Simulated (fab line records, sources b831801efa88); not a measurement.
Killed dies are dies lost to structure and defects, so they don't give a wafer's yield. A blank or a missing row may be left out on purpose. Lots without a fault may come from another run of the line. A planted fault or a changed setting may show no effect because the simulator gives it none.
fab line records | flow sky130
record lots=6 wafers=18 last_day=50
route steps=708 shown VT_ADJUST_HVTP@89 VT_ADJUST_LVTN@97
lots that met no fault: from a run of the same line without faults
start_h: hours from the record's first day to the start of the lot's first wafer shown | wait_h: hours since the lot's step before | " the same as in the row above | L1.1+2: a row that stands for several wafers | - no value, or no start given | * or withheld: withheld | < > ~ a bound
route shown NAME@n: a module of which the file shows steps, and the number in the route of the first | usual: mean/standard deviation of fault-free wafers | same: alike in all rows | chamber/n: place in a boat | sites: the reading at each site | _std_site: their standard deviation | _edge_site: outer sites' mean less inner sites' | radius_mm: how far each site lies from the wafer's centre | mask NAME#n: copy n | behind: the tool/chamber that last shaped the wafer | hold: why the lot was held/for how many hours/how that ended | device: the transistor (n, p or np) that didn't switch | end of line: the same wafers' tests at the end of the route | a step without rows: its recipe alone | killed: dies lost to structure and defects at the first sort, not the wafer's yield | map: a wafer's dies, x killed, . not, _ none there
set.NAME: the setting as run; set.NAME@STEP: as run at that earlier step | model.NAME: the simulator's own value behind a step, which no gauge read
lots at some steps of the route; a table a step, a row a wafer
services: from which hour (start_h, from the record's first day; less than 0 if before it) a tool's chamber was out of use, for how many hours, and why
## steps
# step SKY_VT_ADJUST_HVTP_EXPOSE_04
# recipe mask_id=HVTPM na=0.6 source_shape=conventional sigma_outer=0.6 polarization=unpolarized target_cd_nm=380 dose_mj=140
# step SKY_VT_ADJUST_HVTP_PEB_05
# recipe temp_c=withheld time_s=* resist=NOVOLAK
# step SKY_VT_ADJUST_HVTP_DEVELOP_06
# recipe resist=NOVOLAK developer=TMAH develop_time_s=60 dev_temp_c=23
# step SKY_VT_ADJUST_HVTP_CD_MEAS_07
# recipe target_cd_nm=380
# usual cd_nm=380/3.1
# columns lot.wafer tool chamber start_h wait_h cd_nm
L750.1 cd_sem-01 - 144.08 0.1 382
L750.2 " - " " 379
L750.4 " - " " 379
L753.4 cd_sem-01 - 169.15 0.1 378
L753.5 " - " " 377
L753.6 " - " " 375
L756.2 cd_sem-01 - 184.60 0.1 383
L756.5 " - " " 383
L756.6 " - " " 383
L760.1 cd_sem-01 - 208.04 0.1 378
L760.2 " - " " 380
L760.4 " - " " 381
L766.1 cd_sem-01 - 247.23 0.1 371
L766.2 " - " " 374
L766.4 " - " " 377
L767.3 cd_sem-01 - 256.85 0.1 381
L767.4 " - " " 379
L767.5 " - " " 382
# step SKY_VT_ADJUST_HVTP_OVL_MEAS_08
# usual VT_ADJUST_HVTP_OVL=-1.1/1.5
# columns lot.wafer tool chamber start_h wait_h VT_ADJUST_HVTP_OVL[nm]
L750.1 overlay-02 - 144.20 0.1 -0.2
L750.2 " - " " -1.2
L750.4 " - " " 0.3
L753.4 overlay-02 - 169.23 0.1 -0.5
L753.5 " - " " -3.0
L753.6 " - " " -1.3
L756.2 overlay-02 - 184.71 0.1 -3.9
L756.5 " - " " -1.8
L756.6 " - " " -3.0
L760.1 overlay-02 - 208.16 0.1 -2.3
L760.2 " - " " -0.8
L760.4 " - " " -1.2
L766.1 overlay-02 - 247.35 0.1 -3.3
L766.2 " - " " -2.7
L766.4 " - " " -2.4
L767.3 overlay-01 - 256.94 0.1 2.7
L767.4 " - " " 0.4
L767.5 " - " " 0.4
# step SKY_VT_ADJUST_HVTP_IMPLANT_09
# recipe species=As energy_kev=150 dose_cm2=4.3e+12 tilt_deg=withheld
# step SKY_VT_ADJUST_HVTP_STRIP_10
# recipe chemistry=O2/N2 power_w=1400 pressure_mtorr=1500 platen_temp_c=withheld o2_flow_sccm=3000 n2_flow_sccm=300 overash_fraction=0.5
# usual drypump_motor_current_A=5.6/0.74 oes_product_au=0.716/0.0042 strip_time_to_endpoint_s=14.17/0.057
# columns lot.wafer tool chamber start_h wait_h drypump_motor_current_A oes_product_au rf_hours_counter_h strip_time_to_endpoint_s
L750.1 plasma_asher-01 0 144.39 0.1 5.9 0.717 47 14.11
L750.2 " 1 " " 6.7 0.716 47 14.12
L750.4 " 1 " " 6.6 0.721 - 14.12
L753.4 plasma_asher-01 1 169.43 0.1 6.7 0.710 - 14.21
L753.5 " 1 " " 6.7 0.713 - 14.21
L753.6 " 0 " " 5.9 0.714 - 14.28
L756.2 plasma_asher-02 1 184.89 0.1 5.0 0.714 38 14.22
L756.5 " 1 " " 5.0 0.714 - 14.22
L756.6 " 0 " " 4.8 0.717 - 14.26
L760.1 plasma_asher-04 1 208.35 0.1 4.7 0.725 9 14.27
L760.2 " 0 " " 6.4 0.719 9 14.25
L760.4 " 0 " " 6.3 0.715 - 14.21
L766.1 plasma_asher-01 1 247.54 0.1 6.7 0.717 55 14.12
L766.2 " 0 " " 5.9 0.719 55 14.10
L766.4 " 0 " " 5.9 0.718 - 14.10
L767.3 plasma_asher-01 0 257.15 0.1 5.9 0.715 - 14.15
L767.4 " 1 " " 6.7 0.715 - 14.19
L767.5 " 0 " " 5.9 0.722 - 14.15
# step SKY_VT_ADJUST_HVTP_TW_MEAS_11
# usual VT_ADJUST_HVTP_TW=1362/15
# columns lot.wafer tool chamber start_h wait_h VT_ADJUST_HVTP_TW
L750.1 film_metro-01 - 144.49 0.1 1379
L750.2 " - " " 1364
L750.4 " - " " 1375
L753.4 film_metro-03 - 169.53 0.1 1339
L753.5 " - " " 1338
L753.6 " - " " 1345
L756.2 film_metro-03 - 185.00 0.1 1346
L756.5 " - " " 1344
L756.6 " - " " 1340
L760.1 film_metro-04 - 208.45 0.1 1353
L760.2 " - " " 1356
L760.4 " - " " 1355
L766.1 film_metro-01 - 247.64 0.1 1374
L766.2 " - " " 1370
L766.4 " - " " 1376
L767.3 film_metro-01 - 257.24 0.1 1373
L767.4 " - " " 1378
L767.5 " - " " 1381
# step SKY_VT_ADJUST_LVTN_DEHYDRATE_00
# recipe temp_c=200 time_s=60
# step SKY_VT_ADJUST_LVTN_HMDS_01
# recipe prime_time_s=60 prime_temp_c=120
# step SKY_VT_ADJUST_LVTN_COAT_02
# recipe spin_rpm=2000 resist_thk_nm=3000
# step SKY_VT_ADJUST_LVTN_SOFTBAKE_03
# recipe temp_c=110 time_s=withheld
# step SKY_VT_ADJUST_LVTN_EXPOSE_04
# recipe mask_id=NWM_COMPLEMENT_LESS_NATIVE na=0.6 source_shape=conventional sigma_outer=0.6 polarization=unpolarized target_cd_nm=840 dose_mj=194
# usual exposure_dose_mJ_cm2=193.96/0.17 focus_offset_nm=-0.1/0.59
# columns lot.wafer tool chamber start_h wait_h mask exposure_dose_mJ_cm2 focus_offset_nm
L750.1 iline_stepper-02 0 154.82 - NWM_COMPLEMENT_LESS_NATIVE#0 193.97 0.4
L750.2 " 0 " " NWM_COMPLEMENT_LESS_NATIVE#0 194.18 0.4
L750.4 " 0 " " NWM_COMPLEMENT_LESS_NATIVE#0 194.12 0.8
L753.4 iline_stepper-02 0 180.69 - NWM_COMPLEMENT_LESS_NATIVE#0 193.87 -0.1
L753.5 " 0 " " NWM_COMPLEMENT_LESS_NATIVE#0 193.83 -0.2
L753.6 " 0 " " NWM_COMPLEMENT_LESS_NATIVE#0 193.85 -0.2
L756.2 iline_stepper-02 0 195.98 - NWM_COMPLEMENT_LESS_NATIVE#0 193.65 0.1
L756.5 " 0 " " NWM_COMPLEMENT_LESS_NATIVE#0 193.97 0.5
L756.6 " 0 " " NWM_COMPLEMENT_LESS_NATIVE#0 193.56 1.4
L760.1 iline_stepper-02 0 219.59 - NWM_COMPLEMENT_LESS_NATIVE#0 193.64 -2.0
L760.2 " 0 " " NWM_COMPLEMENT_LESS_NATIVE#0 193.90 -1.3
L760.4 " 0 " " NWM_COMPLEMENT_LESS_NATIVE#0 193.94 -0.3
L766.1 iline_stepper-02 - 259.04 - NWM_COMPLEMENT_LESS_NATIVE#0 - -
L766.2 " - " " NWM_COMPLEMENT_LESS_NATIVE#0 - -
L766.4 " - " " NWM_COMPLEMENT_LESS_NATIVE#0 - -
L767.3 iline_stepper-02 - 269.21 - NWM_COMPLEMENT_LESS_NATIVE#0 - -
L767.4 " - " " NWM_COMPLEMENT_LESS_NATIVE#0 - -
L767.5 " - " " NWM_COMPLEMENT_LESS_NATIVE#0 - -
# step SKY_VT_ADJUST_LVTN_PEB_05
# recipe temp_c=115 time_s=withheld
## services
# columns tool chamber start_h hours kind
iline_stepper-02 0 162.25 - calibration
iline_stepper-02 - 169.60 1.7 pm
plasma_asher-01 - 197.26 28.1 pm
plasma_asher-04 - 257.11 1.4 repair
## key
first_sign step=SKY_VT_ADJUST_LVTN_EXPOSE_04 reading=tool_record direction=missing
effect none on later readings
met_at SKY_VT_ADJUST_LVTN_EXPOSE_04
struck_wafers L766.1,L766.2,L766.4,L767.3,L767.4,L767.5
sort_left_out L766.1,L766.2,L766.4,L767.3,L767.4,L767.5
tester_left_out L766,L767
onset_between 219.59 259.04
fault kind=skipped_step_whole tool=iline_stepper-02 chamber=- onset_h=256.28 steps=SKY_VT_ADJUST_LVTN_EXPOSE_04 scope=struck_lots_only
# tester_left_out: of these lots the tester's yield and bins aren't shown, on N5 and GAA mostly nor the transistor test; their killed dies are dies lost to structure and defects alone, not to doping, threshold or leakage, so they don't give the yield
# sort_left_out: the simulated sort isn't trusted on such a fault, so these wafers' sort isn't shown, and their yield isn't known
